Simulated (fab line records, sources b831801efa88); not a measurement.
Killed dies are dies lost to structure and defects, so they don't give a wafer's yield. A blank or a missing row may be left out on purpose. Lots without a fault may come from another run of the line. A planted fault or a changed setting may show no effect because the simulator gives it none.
A struck lot beside a sound one | flow sky130 | 16 steps out of a route of 708
Sound: wafers L176.1, L176.2, L176.6. Struck: wafers L169.1, L169.2, L169.5. The cause comes at the end.
At each step with rows: each side's tool, then ch and its chambers, then its first start. Under that, the readings that differ: sound wafers | struck wafers | difference of the means | sigmas: that difference in standard deviations of wafers without a fault.
alike: readings whose means differ by less than 2 such deviations, and words and numbers that are the same on both sides. not compared: withheld readings, readings that some wafer has no value for, bounds like >300 that may hide the same value, and numbers for which the record gives no deviation and whose values overlap.
The two part at a step that has a row with sigmas, a row that says differs or no value, or rows on one side only. Numbers that don't overlap but have no deviation are shown without sigmas and don't part them. A reading that every wafer of one side lacks parts them only if that side has two wafers or more.

first, 5 steps without rows for these wafers: SKY_POLY_GATE_COAT_08 (resist thk 450 nm); SKY_POLY_GATE_SOFTBAKE_09 (time 90 s); SKY_POLY_GATE_EXPOSE_10 (exposes mask P1M, target cd 150 nm); SKY_POLY_GATE_PEB_11; SKY_POLY_GATE_DEVELOP_12 (develop time 60 s).
SKY_POLY_GATE_CD_MEAS_13: target cd 150 nm.
  sound on cd_sem-01, day 24 14:05; struck on cd_sem-01, day 22 02:17
  alike: cd_nm
SKY_POLY_GATE_OVL_MEAS_14:
  sound on overlay-01, day 24 14:13; struck on overlay-02, day 22 02:24
  alike: POLY_GATE_OVL
SKY_POLY_GATE_ETCH_15: etches BARC in N2/H2, stops on SiO2, time 118.5 s, target depth 110 nm.
  sound on rie_diel-01 ch 2,3, day 24 14:14; struck on rie_diel-01 ch 0,1,3, day 22 02:26
  alike: drypump_motor_current_A, oes_product_au, throttle_valve_pct
  not compared: rf_hours_counter_h
SKY_POLY_GATE_ETCH_16: etches Si3N4 in CH3F/O2, stops on poly-Si, time 147.5 s, target depth 75 nm.
  sound on rie_diel-01 ch 2,3, day 24 14:19; struck on rie_diel-01 ch 0,1,3, day 22 02:31
  alike: drypump_motor_current_A, oes_product_au, throttle_valve_pct
  not compared: rf_hours_counter_h
SKY_POLY_GATE_ETCH_17: etches poly-Si in HBr/Cl2, stops on SiO2, target depth 180 nm, time 70.5 s.
  sound on rie_si-02 ch 0,2,3, day 24 14:25; struck on rie_si-01 ch 0,2,3, day 22 02:37
  alike: drypump_motor_current_A, oes_product_au, throttle_valve_pct
  not compared: rf_hours_counter_h
SKY_POLY_GATE_STRIP_18: strips in O2/N2.
  sound on plasma_asher-01 ch 0,1, day 24 14:29; struck on plasma_asher-01 ch 0,1, day 22 02:40
  alike: drypump_motor_current_A, o2_flow_sccm, oes_product_au, strip_time_to_endpoint_s
  not compared: rf_hours_counter_h
then, 1 step without rows for these wafers: SKY_POLY_GATE_CLEAN_19 (cleans in SC1/SC2, time 150 s).
SKY_POLY_GATE_OXIDATION_20: stabilise 600 s, purge 300 s, target thk 4 nm.
  sound on furnace-02 ch 0, day 24 14:38; struck on furnace-01 ch 0, day 22 03:43
  reading                                          | sound                | struck               | difference | sigmas
  spike_tc_bottom_C (C)                            | 866.5 866.2 869.1    | 911.6 915.1 913.4    | +46.1      | +18
  spike_tc_centre_C (C)                            | 851.8 852.1 853.3    | 892.0 892.0 890.4    | +39.1      | +24
  spike_tc_lower_C (C)                             | 850.8 848.7 848.2    | 892.9 892.0 891.4    | +42.9      | +44
  spike_tc_top_C (C)                               | 863.4 864.4 863.9    | 904.2 903.9 903.9    | +40.1      | +45
  spike_tc_upper_C (C)                             | 849.2 847.4 848.7    | 891.8 890.9 890.8    | +42.7      | +39
  tube_center_temp_C (C)                           | 849.79 850.08 849.86 | 891.52 891.52 891.54 | +41.62     | +99 or more
  tube_center_temp_C_max                           | 852.5 851.6 852.0    | 893.6 893.5 893.7    | +41.6      | +99 or more
  zone_power_lower_pct (%)                         | 16.3 16.3 16.3       | 19.7 19.6 19.6       | +3.3       | +5
  model.SiO2_of_POLY_GATE_OXIDATION_20.thk_nm (nm) | 3.957 3.991 4.002    | 6.536 6.559 6.558    | +2.568     |
SKY_POLY_GATE_THK_MEAS_21:
  sound on film_metro-03, day 24 15:53; struck on film_metro-03, day 22 04:58
  reading                      | sound          | struck         | difference | sigmas
  POLY_GATE_OXIDATION_THK (nm) | 3.99 3.98 3.99 | 6.49 6.54 6.57 | +2.55      | +33
SKY_POLY_GATE_CD_MEAS_22:
  sound on cd_sem-02, day 24 15:56; struck on cd_sem-02, day 22 05:02
  alike: cd_nm
-- the record jumps here: 27 days lie between the struck wafers' starts before and after (it left off in module POLY_GATE and takes up again in module PAD_OPEN, whose first step shown is number 708 of the route) --
SKY_PAD_OPEN_PROBE_99:
  sound on prober-01, day 50 22:43; struck on prober-01, day 49 13:02
  reading                                 | sound             | struck            | difference | sigmas
  model.etest.tip_sonos.rs_ohm_sq         | 2607 2627 2638    | 3057 3073 3032    | +430       |
  model.etest.tip_p.rs_ohm_sq             | 6873 6834 6798    | 7283 7236 7235    | +416       |
  model.etest.res_pdiff.line_ohm_um       | 1365 1409 1333    | 1460 1483 1462    | +99        |
  model.etest.tip_n.rs_ohm_sq             | 438.6 440.6 439.7 | 493.5 495.3 497.8 | +55.9      |
  model.etest.nfet_01v8.r_on_ohm_um       | 835.4 829.2 821.4 | 840 842.9 853.4   | +17        |
  model.etest.res_ndiff.line_ohm_um       | 776.3 788.9 756.6 | 807.8 820.5 827.9 | +44.8      |
  model.etest.sonos_uncharged.r_on_ohm_um | 823.2 817.8 809.1 | 827 843.4 842.1   | +21        |
  alike: killed_at_M0_to_M3, killed_at_M4_up, killed_at_contacts, killed_at_front_end, killed_at_other, killed_dies, killed_open, killed_short
  not compared: model.etest.pfet_01v8.r_on_ohm_um

WHERE THEY PART
First at SKY_POLY_GATE_OXIDATION_20; last, within this record, at SKY_POLY_GATE_THK_MEAS_21. Later steps at which nothing parts them and some readings are alike: SKY_POLY_GATE_CD_MEAS_22, SKY_PAD_OPEN_PROBE_99.

WHY: what the simulator had put in
Process parameter drift: furnace-01, from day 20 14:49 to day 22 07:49, at SKY_POLY_GATE_OXIDATION_20. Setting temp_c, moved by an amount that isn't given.
